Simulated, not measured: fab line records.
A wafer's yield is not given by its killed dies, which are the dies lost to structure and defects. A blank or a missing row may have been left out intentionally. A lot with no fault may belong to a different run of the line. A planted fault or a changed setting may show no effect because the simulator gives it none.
What tool caused it?    flow sky130    6 lots, 17 wafers sampled, at 1 step of a route of 708

== WHAT THE GAUGES SHOWED, per wafer ==
SKY_SPACER_THK_MEAS_01.
lot   measured      on             SPACER_CVD_00_THK (nm)
L691  day 24 10:24  film-metro-01  43.7 43.8 43.8
L696  day 26 01:05  film-metro-04  43.2 43.2 43.6
L698  day 27 05:01  film-metro-04  43.3 42.9
L701  day 28 08:55  film-metro-04  42.5 42.8 42.9
L709  day 30 22:42  film-metro-01  43.3 43.3 43.5
L712  day 31 10:35  film-metro-04  44.1 43.7 44.0

== WHAT TOOL EACH LOT RAN ON (gives the tool, then ch and the chambers of the sampled wafers, and finally the start) ==
No process step before these readings appears in the record.

== THE ANSWER, worked out from the rows above alone ==
Rule: the lots themselves supply what counts as usual. The widest of any qualifying gaps counts: lots, ordered by their means at a reading, are off when they make up no more than a third of the lots, leave a main group of 4 or more, and stand apart from it by 3 or more times the standard deviation of that group's means. If all means in a main group match to the digits the tables above print for the reading, that group is not used. A lot without any number at a reading at which 4 lots or more have one is off too. All remaining lots with rows at the step are treated as sound.
Nothing can be told from this: no lot is off at any reading shown.

== WHAT THE SIMULATOR HAD INSERTED ==
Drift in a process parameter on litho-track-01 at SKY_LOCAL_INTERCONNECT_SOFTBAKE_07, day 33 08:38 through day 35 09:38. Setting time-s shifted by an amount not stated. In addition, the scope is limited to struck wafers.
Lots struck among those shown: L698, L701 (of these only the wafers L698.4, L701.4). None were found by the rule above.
